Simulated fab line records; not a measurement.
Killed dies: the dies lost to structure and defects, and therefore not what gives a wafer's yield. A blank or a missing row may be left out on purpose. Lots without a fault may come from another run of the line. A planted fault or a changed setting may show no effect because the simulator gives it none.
fab line records	flow sky130
record: lots: 24	wafers: 72	last_day: 50
route steps=708 shown FIELD_ISO@14 VIA2@527 METAL3@536 CAPM@538
lots that met no fault: from a run of the same line without faults
start_h: the number of hours between the record's first day and the start of the first shown wafer of the lot	wait_h: hours from the lot's prior step to this one	" same as the row above	L1.1+2: several wafers, shown together as one row	- either no value or no given start	* or withheld: withheld	< > ~ a bound
route shown NAME@n: names a module that has steps shown in the file, with the first one's number in the route	usual: mean/standard deviation taken from wafers without a fault	same: alike in all rows	chamber/n: place in a boat	sites: each site's reading	_std_site: standard deviation of those values	_edge_site: mean of outer sites minus mean of inner sites	radius_mm: how far each site lies from the wafer's centre	mask NAME#n: copy n	behind: the tool/chamber that last shaped the wafer	hold: cause of the lot's hold/its duration in hours/its outcome	device: names the non-switching transistor (n, p or np)	end of line: the tests these same wafers got at the end of their route	a step with no rows: only its recipe	killed: at the first sort, the dies lost to defects and structure; wafer yield is something else	map: dies across one wafer; x = killed, . = not, _ = none there
set.NAME: setting as actually run; set.NAME@STEP: the setting as run at that earlier step	model.NAME: the simulator's own value behind a step, which no gauge read
one table for each step of the route and one row for each wafer, over a sample of lots
services: the hour from which a tool's chamber was out of use, counted from the record's first day as start_h (under 0 if before that day), plus the number of hours and why
== steps ==
step: SKY_FIELD_ISO_CD_MEAS_13
recipe: target_cd_nm: 150
usual: cd_nm: 149.6/1.3
lot.wafer	tool	chamber	start_h	wait_h	cd_nm
L074.1	cd_sem-02	-	29.58	-	149.1
L074.3	"	-	"	"	147.7
L074.5	"	-	"	"	147.5
L075.2	cd_sem-01	-	33.65	-	150.0
L075.3	"	-	"	"	150.6
L075.5	"	-	"	"	150.7
L076.2	cd_sem-02	-	39.10	-	151.8
L076.5	"	-	"	"	150.7
L076.6	"	-	"	"	149.4
L077.1	cd_sem-02	-	44.92	-	150.3
L077.4	"	-	"	"	151.2
L077.6	"	-	"	"	149.3
L078.1	cd_sem-02	-	50.87	-	148.7
L078.4	"	-	"	"	148.2
L078.6	"	-	"	"	148.9
L079.2	cd_sem-02	-	54.45	-	147.2
L079.4	"	-	"	"	147.6
L079.5	"	-	"	"	147.8
L080.2	cd_sem-02	-	61.45	-	151.2
L080.3	"	-	"	"	151.3
L080.5	"	-	"	"	149.6
L081.1	cd_sem-01	-	65.47	-	149.3
L081.3	"	-	"	"	150.0
L081.6	"	-	"	"	151.0
L082.1	cd_sem-01	-	71.58	-	149.2
L082.2	"	-	"	"	147.8
L082.5	"	-	"	"	147.6
L083.2	cd_sem-01	-	75.80	-	149.1
L083.3	"	-	"	"	150.2
L083.5	"	-	"	"	149.4
L084.1	cd_sem-02	-	80.28	-	147.5
L084.2	"	-	"	"	147.5
L084.5	"	-	"	"	147.6
L085.2	cd_sem-01	-	85.39	-	150.2
L085.3	"	-	"	"	149.7
L085.6	"	-	"	"	149.4
L086.2	cd_sem-02	-	91.75	-	150.0
L086.3	"	-	"	"	150.5
L086.5	"	-	"	"	149.6
L087.1	cd_sem-01	-	98.17	-	149.7
L087.2	"	-	"	"	151.7
L087.3	"	-	"	"	151.6
L088.1	cd_sem-02	-	102.13	-	149.5
L088.2	"	-	"	"	149.2
L088.6	"	-	"	"	151.7
L089.1	cd_sem-01	-	107.67	-	150.7
L089.2	"	-	"	"	150.9
L089.4	"	-	"	"	152.4
L090.3	cd_sem-01	-	112.06	-	149.0
L090.5	"	-	"	"	148.8
L090.6	"	-	"	"	149.1
L091.3	cd_sem-01	-	117.92	-	149.1
L091.4	"	-	"	"	151.1
L091.6	"	-	"	"	150.2
L092.2	cd_sem-01	-	121.94	-	148.6
L092.3	"	-	"	"	148.4
L092.6	"	-	"	"	149.8
L093.1	cd_sem-01	-	128.82	-	147.9
L093.2	"	-	"	"	150.8
L093.5	"	-	"	"	148.9
L094.2	cd_sem-02	-	132.95	-	150.4
L094.3	"	-	"	"	149.9
L094.4	"	-	"	"	147.7
L095.1	cd_sem-01	-	138.77	-	149.4
L095.3	"	-	"	"	149.1
L095.5	"	-	"	"	148.7
L096.1	cd_sem-02	-	142.98	-	151.9
L096.3	"	-	"	"	150.9
L096.4	"	-	"	"	150.6
L097.2	cd_sem-01	-	147.55	-	150.4
L097.4	"	-	"	"	149.5
L097.5	"	-	"	"	148.8
step: SKY_VIA2_SPUTTER_20
recipe: material: TiN	target_thk_nm: 20	chamber_pressure_pa: 5	power_w: 4000	time_s: 80
usual: throttle_valve_pct: 30.0/0.98
lot.wafer	tool	chamber	start_h	wait_h	throttle_valve_pct
L074.1	pvd_sputter-04	-	847.48	0.0	30.9
L074.3	"	-	"	"	29.6
L074.5	"	-	"	"	29.6
L075.2	pvd_sputter-01	-	849.51	0.0	31.5
L075.3	"	-	"	"	31.3
L075.5	"	-	"	"	30.5
L076.2	pvd_sputter-02	-	863.04	0.0	29.8
L076.5	"	-	"	"	29.7
L076.6	"	-	"	"	29.7
L077.1	pvd_sputter-01	-	864.19	0.0	29.8
L077.4	"	-	"	"	30.7
L077.6	"	-	"	"	31.3
L078.1	pvd_sputter-01	-	875.93	0.0	29.9
L078.4	"	-	"	"	31.0
L078.6	"	-	"	"	29.8
L079.2	pvd_sputter-01	-	885.63	0.0	31.1
L079.4	"	-	"	"	31.4
L079.5	"	-	"	"	29.8
L080.2	pvd_sputter-04	-	893.69	0.0	31.0
L080.3	"	-	"	"	30.6
L080.5	"	-	"	"	27.2
L081.1	pvd_sputter-02	-	895.50	0.0	29.4
L081.3	"	-	"	"	29.8
L081.6	"	-	"	"	29.9
L083.2	pvd_sputter-02	-	928.73	0.0	29.9
L083.3	"	-	"	"	29.1
L083.5	"	-	"	"	29.5
L082.1	pvd_sputter-02	-	929.67	0.0	29.5
L082.2	"	-	"	"	29.2
L082.5	"	-	"	"	30.0
L085.2	pvd_sputter-04	-	931.38	0.0	31.0
L085.3	"	-	"	"	30.7
L085.6	"	-	"	"	30.9
L084.1	pvd_sputter-02	-	931.73	0.0	29.9
L084.2	"	-	"	"	28.8
L084.5	"	-	"	"	29.2
L086.2	pvd_sputter-04	-	935.58	0.0	29.7
L086.3	"	-	"	"	27.4
L086.5	"	-	"	"	31.4
L087.1	pvd_sputter-02	-	941.43	0.0	29.7
L087.2	"	-	"	"	29.8
L087.3	"	-	"	"	29.9
L088.1	pvd_sputter-04	-	952.43	0.0	29.7
L088.2	"	-	"	"	30.6
L088.6	"	-	"	"	29.2
L089.1	pvd_sputter-02	-	962.58	0.0	29.6
L089.2	"	-	"	"	29.4
L089.4	"	-	"	"	29.8
L090.3	pvd_sputter-04	-	962.69	0.0	30.8
L090.5	"	-	"	"	29.5
L090.6	"	-	"	"	31.2
L092.2	pvd_sputter-02	-	972.60	0.0	29.6
L092.3	"	-	"	"	29.9
L092.6	"	-	"	"	30.0
L091.3	pvd_sputter-04	-	973.29	0.0	27.4
L091.4	"	-	"	"	31.0
L091.6	"	-	"	"	30.8
L093.1	pvd_sputter-02	-	979.27	0.0	29.7
L093.2	"	-	"	"	29.8
L093.5	"	-	"	"	29.7
L094.2	pvd_sputter-01	-	983.95	0.0	29.9
L094.3	"	-	"	"	31.1
L094.4	"	-	"	"	31.4
L095.1	pvd_sputter-02	-	990.42	0.0	29.8
L095.3	"	-	"	"	29.6
L095.5	"	-	"	"	29.7
L096.1	pvd_sputter-04	-	1000.58	0.0	30.7
L096.3	"	-	"	"	30.8
L096.4	"	-	"	"	27.5
L097.2	pvd_sputter-01	-	1003.03	0.0	30.5
L097.4	"	-	"	"	31.1
L097.5	"	-	"	"	31.6
step: SKY_METAL3_SPUTTER_04
recipe: material: TiN	target_thk_nm: 70	power_w: 6500	time_s: 58.3	chamber_pressure_pa: 0.4
usual: throttle_valve_pct: 30.3/1
lot.wafer	tool	chamber	start_h	wait_h	throttle_valve_pct
L074.1	pvd_sputter-03	-	848.26	0.0	30.2
L074.3	"	-	"	"	30.0
L074.5	"	-	"	"	30.0
L075.2	pvd_sputter-04	-	850.29	0.0	30.8
L075.3	"	-	"	"	31.4
L075.5	"	-	"	"	30.6
L076.2	pvd_sputter-03	-	863.83	0.0	29.5
L076.5	"	-	"	"	29.8
L076.6	"	-	"	"	29.9
L077.1	pvd_sputter-03	-	864.98	0.0	29.3
L077.4	"	-	"	"	29.6
L077.6	"	-	"	"	29.8
L078.1	pvd_sputter-04	-	876.71	0.0	30.9
L078.4	"	-	"	"	29.3
L078.6	"	-	"	"	30.8
L079.2	pvd_sputter-01	-	886.41	0.0	30.8
L079.4	"	-	"	"	31.1
L079.5	"	-	"	"	31.2
L080.2	pvd_sputter-01	-	894.46	0.0	31.3
L080.3	"	-	"	"	31.2
L080.5	"	-	"	"	29.8
L081.1	pvd_sputter-04	-	896.28	0.0	27.4
L081.3	"	-	"	"	31.2
L081.6	"	-	"	"	30.5
L083.2	pvd_sputter-01	-	929.51	0.0	30.9
L083.3	"	-	"	"	31.1
L083.5	"	-	"	"	30.1
L082.1	pvd_sputter-04	-	930.45	0.0	31.0
L082.2	"	-	"	"	29.7
L082.5	"	-	"	"	30.9
L085.2	pvd_sputter-01	-	932.16	0.0	29.7
L085.3	"	-	"	"	31.0
L085.6	"	-	"	"	31.4
L084.1	pvd_sputter-04	-	932.51	0.0	30.6
L084.2	"	-	"	"	27.3
L084.5	"	-	"	"	30.7
L086.2	pvd_sputter-03	-	936.36	0.0	30.9
L086.3	"	-	"	"	29.6
L086.5	"	-	"	"	30.6
L087.1	pvd_sputter-03	-	942.21	0.0	29.9
L087.2	"	-	"	"	30.1
L087.3	"	-	"	"	30.5
L088.1	pvd_sputter-01	-	953.21	0.0	31.5
L088.2	"	-	"	"	30.7
L088.6	"	-	"	"	30.7
L089.1	pvd_sputter-01	-	963.36	0.0	31.5
L089.2	"	-	"	"	31.2
L089.4	"	-	"	"	30.8
L090.3	pvd_sputter-04	-	963.54	0.0	27.6
L090.5	"	-	"	"	30.5
L090.6	"	-	"	"	29.1
L092.2	pvd_sputter-01	-	973.38	0.0	30.7
L092.3	"	-	"	"	31.2
L092.6	"	-	"	"	31.2
L091.3	pvd_sputter-01	-	974.07	0.0	31.1
L091.4	"	-	"	"	31.3
L091.6	"	-	"	"	30.9
L093.1	pvd_sputter-01	-	980.05	0.0	31.4
L093.2	"	-	"	"	31.6
L093.5	"	-	"	"	31.1
L094.2	pvd_sputter-04	-	984.72	0.0	29.3
L094.3	"	-	"	"	27.2
L094.4	"	-	"	"	30.9
L095.1	pvd_sputter-01	-	991.20	0.0	29.9
L095.3	"	-	"	"	31.5
L095.5	"	-	"	"	29.8
L096.1	pvd_sputter-01	-	1001.35	0.0	31.3
L096.3	"	-	"	"	31.1
L096.4	"	-	"	"	31.0
L097.2	pvd_sputter-04	-	1003.80	0.0	31.1
L097.4	"	-	"	"	27.3
L097.5	"	-	"	"	30.6
step: SKY_CAPM_THK_MEAS_01
recipe: reads: SiO2_of_CAPM_CVD_00
usual: CAPM_CVD_00_THK: 15.49/0.25
lot.wafer	tool	chamber	start_h	wait_h	CAPM_CVD_00_THK[nm]
L074.1	film_metro-03	-	848.33	-	15.74
L074.3	"	-	"	"	15.26
L074.5	"	-	"	"	15.47
L075.2	film_metro-02	-	850.38	-	15.38
L075.3	"	-	"	"	15.33
L075.5	"	-	"	"	15.63
L076.2	film_metro-02	-	863.92	-	15.69
L076.5	"	-	"	"	15.67
L076.6	"	-	"	"	15.78
L077.1	film_metro-03	-	865.05	-	15.37
L077.4	"	-	"	"	15.52
L077.6	"	-	"	"	15.61
L078.1	film_metro-01	-	876.79	-	15.15
L078.4	"	-	"	"	15.41
L078.6	"	-	"	"	15.42
L079.2	film_metro-01	-	886.50	-	15.65
L079.4	"	-	"	"	15.55
L079.5	"	-	"	"	15.68
L080.2	film_metro-02	-	894.56	-	15.04
L080.3	"	-	"	"	15.22
L080.5	"	-	"	"	15.17
L081.1	film_metro-03	-	896.36	-	15.17
L081.3	"	-	"	"	15.62
L081.6	"	-	"	"	15.26
L083.2	film_metro-03	-	929.59	-	15.20
L083.3	"	-	"	"	15.14
L083.5	"	-	"	"	15.24
L082.1	film_metro-02	-	930.53	-	15.45
L082.2	"	-	"	"	15.06
L082.5	"	-	"	"	15.54
L085.2	film_metro-03	-	932.24	-	15.47
L085.3	"	-	"	"	15.56
L085.6	"	-	"	"	15.81
L084.1	film_metro-03	-	932.58	-	15.50
L084.2	"	-	"	"	15.38
L084.5	"	-	"	"	15.62
L086.2	film_metro-01	-	936.44	-	15.21
L086.3	"	-	"	"	15.78
L086.5	"	-	"	"	15.56
L087.1	film_metro-01	-	942.28	-	15.45
L087.2	"	-	"	"	14.99
L087.3	"	-	"	"	15.28
L088.1	film_metro-02	-	953.29	-	15.45
L088.2	"	-	"	"	15.13
L088.6	"	-	"	"	15.19
L089.1	film_metro-03	-	963.43	-	15.89
L089.2	"	-	"	"	15.37
L089.4	"	-	"	"	15.72
L090.3	film_metro-01	-	963.63	-	15.10
L090.5	"	-	"	"	15.40
L090.6	"	-	"	"	15.44
L092.2	film_metro-02	-	973.46	-	15.19
L092.3	"	-	"	"	15.30
L092.6	"	-	"	"	15.57
L091.3	film_metro-02	-	974.16	-	15.60
L091.4	"	-	"	"	15.55
L091.6	"	-	"	"	15.83
L093.1	film_metro-02	-	980.12	-	15.51
L093.2	"	-	"	"	15.76
L093.5	"	-	"	"	15.80
L094.2	film_metro-02	-	984.80	-	15.18
L094.3	"	-	"	"	15.38
L094.4	"	-	"	"	15.79
L095.1	film_metro-02	-	991.27	-	15.28
L095.3	"	-	"	"	15.35
L095.5	"	-	"	"	15.51
L096.1	film_metro-02	-	1001.43	-	15.41
L096.3	"	-	"	"	15.27
L096.4	"	-	"	"	15.99
L097.2	film_metro-03	-	1003.88	-	15.53
L097.4	"	-	"	"	15.65
L097.5	"	-	"	"	15.39
step: SKY_METAL3_ETCH_16
recipe: chemistry: N2/H2	target: BARC	ion_energy_ev: 200	bias_w: 100	pressure_mtorr: 30	n2_flow_sccm: 100	h2_flow_sccm: 200	icp_w: 500	stop_on: SiO2	time_s: 88.2	target_depth_a: 600
usual: drypump_motor_current_A: 6.0/0.32	oes_product_au: 0.625/0.0042	throttle_valve_pct: 13.205/0.0084
lot.wafer	tool	chamber	start_h	wait_h	drypump_motor_current_A	oes_product_au	rf_hours_counter_h	throttle_valve_pct
L074.1	rie_metal-02	0	901.02	0.0	6.5	0.628	7	13.199
L074.3	"	1	"	"	6.1	0.619	-	13.215
L074.5	"	1	"	"	6.1	0.618	-	13.198
L075.2	rie_metal-03	1	901.82	0.0	5.6	0.629	10	13.212
L075.3	"	1	"	"	5.6	0.623	-	13.210
L075.5	"	1	"	"	5.6	0.629	-	13.199
L076.2	rie_metal-02	1	915.37	0.0	6.1	0.628	2	13.203
L076.5	"	0	"	"	6.5	0.626	-	13.204
L076.6	"	1	"	"	6.1	0.621	-	13.193
L077.1	rie_metal-03	0	917.42	0.0	6.0	0.621	19	13.210
L077.4	"	0	"	"	6.0	0.625	-	13.198
L077.6	"	1	"	"	5.6	0.623	-	13.191
L078.1	rie_metal-01	1	928.37	0.0	6.1	0.628	3	13.207
L078.4	"	0	"	"	6.3	0.626	-	13.187
L078.6	"	1	"	"	6.1	0.625	-	13.195
L079.2	rie_metal-03	0	936.80	0.0	6.0	0.627	20	13.187
L079.4	"	1	"	"	5.6	0.623	-	13.213
L079.5	"	1	"	"	5.6	0.632	-	13.200
L080.2	rie_metal-01	1	945.32	0.0	6.1	0.616	4	13.201
L080.3	"	1	"	"	6.1	0.620	-	13.206
L080.5	"	0	"	"	6.3	0.624	-	13.193
L081.1	rie_metal-03	0	946.27	0.0	6.0	0.632	21	13.195
L081.3	"	1	"	"	5.6	0.626	-	13.193
L081.6	"	1	"	"	5.6	0.630	-	13.192
L083.2	rie_metal-03	0	979.13	0.1	6.0	0.624	-	13.191
L083.3	"	0	"	"	5.9	0.625	-	13.189
L083.5	"	0	"	"	6.0	0.622	-	13.197
L082.1	rie_metal-02	0	980.82	0.0	6.6	0.623	11	13.203
L082.2	"	1	"	"	6.1	0.625	5	13.198
L082.5	"	1	"	"	6.1	0.629	-	13.207
L084.1	rie_metal-02	0	981.47	0.0	6.6	0.625	11	13.198
L084.2	"	1	"	"	6.1	0.616	5	13.199
L084.5	"	1	"	"	6.1	0.622	-	13.197
L085.2	rie_metal-03	1	981.48	0.1	5.6	0.621	-	13.196
L085.3	"	1	"	"	5.6	0.623	-	13.202
L085.6	"	1	"	"	5.6	0.622	-	13.209
L086.2	rie_metal-02	1	984.87	0.0	6.1	0.622	5	13.196
L086.3	"	1	"	"	6.1	0.636	-	13.210
L086.5	"	1	"	"	6.1	0.631	-	13.210
L087.1	rie_metal-03	1	991.35	0.1	5.6	0.628	15	13.217
L087.2	"	1	"	"	5.6	0.627	-	13.204
L087.3	"	1	"	"	5.6	0.629	-	13.210
L088.1	rie_metal-02	0	1001.05	0.0	6.5	0.624	12	13.199
L088.2	"	1	"	"	6.1	0.623	6	13.205
L088.6	"	0	"	"	6.5	0.633	-	13.204
L089.1	rie_metal-03	1	1011.50	0.1	5.6	0.623	17	13.206
L089.2	"	1	"	"	5.6	0.628	-	13.193
L089.4	"	1	"	"	5.6	0.619	-	13.209
L090.3	rie_metal-03	1	1011.91	0.1	5.6	0.623	-	13.194
L090.5	"	1	"	"	5.6	0.625	-	13.205
L090.6	"	1	"	"	5.6	0.627	-	13.195
L092.2	rie_metal-01	1	1019.47	0.0	6.1	0.624	8	13.200
L092.3	"	1	"	"	6.1	0.618	-	13.199
L092.6	"	0	"	"	6.3	0.629	-	13.211
L091.3	rie_metal-03	1	1021.32	0.1	5.6	0.626	-	13.212
L091.4	"	1	"	"	5.6	0.625	-	13.216
L091.6	"	1	"	"	5.6	0.629	-	13.207
L093.1	rie_metal-02	1	1027.00	0.0	6.1	0.626	7	13.198
L093.2	"	0	"	"	6.6	0.626	14	13.193
L093.5	"	0	"	"	6.6	0.628	-	13.204
L094.2	rie_metal-03	0	1032.28	0.1	6.0	0.626	-	13.212
L094.3	"	0	"	"	6.0	0.621	-	13.206
L094.4	"	0	"	"	6.0	0.621	-	13.201
L095.1	rie_metal-02	0	1038.32	0.0	6.5	0.614	14	13.209
L095.3	"	1	"	"	6.1	0.625	-	13.209
L095.5	"	1	"	"	6.1	0.626	-	13.204
L096.1	rie_metal-01	1	1048.07	0.0	6.1	0.631	9	13.212
L096.3	"	0	"	"	6.3	0.622	-	13.204
L096.4	"	1	"	"	6.1	0.622	-	13.203
L097.2	rie_metal-01	1	1049.27	0.0	6.1	0.628	9	13.197
L097.4	"	1	"	"	6.1	0.620	-	13.207
L097.5	"	1	"	"	6.0	0.625	-	13.201
step: SKY_METAL3_STRIP_19
recipe: chemistry: O2/N2	power_w: 1400	pressure_mtorr: 1500	platen_temp_c: withheld	o2_flow_sccm: 3000	n2_flow_sccm: 300	overash_fraction: 0.5
usual: drypump_motor_current_A: 5.7/0.39	oes_product_au: 0.499/0.0071	strip_time_to_endpoint_s: 6.45/0.14
lot.wafer	tool	chamber	start_h	wait_h	drypump_motor_current_A	oes_product_au	rf_hours_counter_h	strip_time_to_endpoint_s
L074.1	plasma_asher-01	1	901.31	0.1	5.4	0.497	72	6.42
L074.3	"	1	"	"	5.4	0.501	-	6.38
L074.5	"	1	"	"	5.4	0.496	-	6.40
L075.2	plasma_asher-03	0	902.11	0.1	5.8	0.505	107	6.48
L075.3	"	1	"	"	5.3	0.499	-	6.48
L075.5	"	0	"	"	5.8	0.506	-	6.59
L076.2	plasma_asher-03	1	915.66	0.1	5.3	0.492	109	6.28
L076.5	"	0	"	"	5.8	0.493	-	6.29
L076.6	"	1	"	"	5.3	0.492	-	6.29
L077.1	plasma_asher-03	0	917.71	0.1	5.8	0.508	109	6.53
L077.4	"	1	"	"	5.3	0.496	-	6.55
L077.6	"	1	"	"	5.3	0.495	-	6.54
L078.1	plasma_asher-03	0	928.66	0.1	5.8	0.510	110	6.56
L078.4	"	0	"	"	5.8	0.488	-	6.36
L078.6	"	0	"	"	5.8	0.498	-	6.32
L079.2	plasma_asher-01	1	937.10	0.1	5.4	0.495	76	6.31
L079.4	"	0	"	"	6.1	0.492	-	6.26
L079.5	"	1	"	"	5.4	0.494	-	6.34
L080.2	plasma_asher-02	1	945.61	0.1	5.2	0.507	51	6.65
L080.3	"	0	"	"	6.2	0.512	-	6.67
L080.5	"	1	"	"	5.2	0.491	-	6.44
L081.1	plasma_asher-01	1	946.56	0.1	5.5	0.496	77	6.41
L081.3	"	0	"	"	6.2	0.491	-	6.40
L081.6	"	1	"	"	5.4	0.497	-	6.38
L083.2	plasma_asher-02	1	979.49	0.1	5.2	0.498	55	6.46
L083.3	"	0	"	"	6.2	0.496	-	6.39
L083.5	"	1	"	"	5.2	0.492	-	6.39
L082.1	plasma_asher-03	1	981.11	0.1	5.3	0.502	115	6.40
L082.2	"	0	"	"	5.8	0.493	115	6.38
L082.5	"	1	"	"	5.3	0.492	-	6.44
L084.1	plasma_asher-03	1	981.76	0.1	5.3	0.484	115	6.32
L084.2	"	0	"	"	5.8	0.497	115	6.43
L084.5	"	1	"	"	5.3	0.495	-	6.33
L085.2	plasma_asher-01	1	981.84	0.1	5.4	0.506	80	6.48
L085.3	"	1	"	"	5.5	0.502	-	6.43
L085.6	"	1	"	"	5.4	0.512	-	6.70
L086.2	plasma_asher-03	1	985.34	0.2	5.3	0.499	116	6.46
L086.3	"	1	"	"	5.3	0.501	-	6.50
L086.5	"	0	"	"	5.8	0.493	-	6.54
L087.1	plasma_asher-01	1	991.74	0.1	5.4	0.494	81	6.29
L087.2	"	0	"	"	6.1	0.495	81	6.31
L087.3	"	0	"	"	6.2	0.492	-	6.30
L088.1	plasma_asher-01	0	1001.35	0.1	6.1	0.503	82	6.53
L088.2	"	1	"	"	5.5	0.493	82	6.45
L088.6	"	1	"	"	5.5	0.501	-	6.47
L089.1	plasma_asher-03	1	1011.89	0.1	5.3	0.498	118	6.46
L089.2	"	0	"	"	5.8	0.508	118	6.69
L089.4	"	1	"	"	5.3	0.511	-	6.70
L090.3	plasma_asher-02	0	1012.28	0.1	6.2	0.496	-	6.22
L090.5	"	0	"	"	6.2	0.494	-	6.26
L090.6	"	1	"	"	5.2	0.483	-	6.23
L092.2	plasma_asher-03	1	1019.94	0.2	5.3	0.500	119	6.41
L092.3	"	0	"	"	5.8	0.501	-	6.41
L092.6	"	1	"	"	5.3	0.501	-	6.48
L091.3	plasma_asher-02	0	1021.68	0.1	6.2	0.498	-	6.41
L091.4	"	1	"	"	5.1	0.509	-	6.70
L091.6	"	0	"	"	6.2	0.510	-	6.73
L093.1	plasma_asher-03	0	1027.30	0.1	5.8	0.495	119	6.37
L093.2	"	1	"	"	5.3	0.493	119	6.31
L093.5	"	0	"	"	5.8	0.497	-	6.31
L094.2	plasma_asher-02	1	1032.64	0.1	5.2	0.518	60	6.79
L094.3	"	0	"	"	6.2	0.515	-	6.76
L094.4	"	1	"	"	5.2	0.509	-	6.57
L095.1	plasma_asher-02	1	1038.61	0.1	5.2	0.503	61	6.49
L095.3	"	0	"	"	6.2	0.500	-	6.48
L095.5	"	1	"	"	5.2	0.491	-	6.41
L096.1	plasma_asher-02	1	1048.36	0.1	5.2	0.496	62	6.38
L096.3	"	1	"	"	5.2	0.495	-	6.31
L096.4	"	0	"	"	6.2	0.497	-	6.30
L097.2	plasma_asher-01	0	1049.56	0.1	6.1	0.503	87	6.60
L097.4	"	0	"	"	6.1	0.504	-	6.68
L097.5	"	0	"	"	6.2	0.515	-	6.66
== services ==
tool	chamber	start_h	hours	kind
pvd_sputter-03	-	825.22	1.5	repair
plasma_asher-01	-	827.18	2.3	repair
rie_metal-01	1	852.15	1.1	repair
pvd_sputter-02	-	853.85	2.6	repair
pvd_sputter-02	-	855.79	0.5	repair
pvd_sputter-03	-	873.51	0.6	repair
pvd_sputter-04	-	886.36	7.0	repair
pvd_sputter-01	-	889.57	2.6	repair
pvd_sputter-04	-	916.22	3.0	repair
pvd_sputter-01	1	929.55	-	consumable_replace:kit
pvd_sputter-01	1	929.55	18.0	scheduled_down
pvd_sputter-01	1	929.55	18.0	vent_cycle
plasma_asher-03	-	930.60	2.6	repair
rie_metal-03	1	975.72	3.4	repair
rie_metal-02	1	989.84	4.6	repair
rie_metal-03	0	1003.19	18.2	repair
rie_metal-01	-	1020.90	1.2	repair
pvd_sputter-03	-	1021.75	1.5	repair
pvd_sputter-03	-	1028.50	13.4	repair
pvd_sputter-01	0	1038.05	-	consumable_replace:kit
pvd_sputter-01	0	1038.05	18.0	scheduled_down
pvd_sputter-01	0	1038.05	18.0	vent_cycle
rie_metal-03	-	1045.46	4.3	pm
rie_metal-02	-	1045.51	2.8	pm
== key ==
fault none
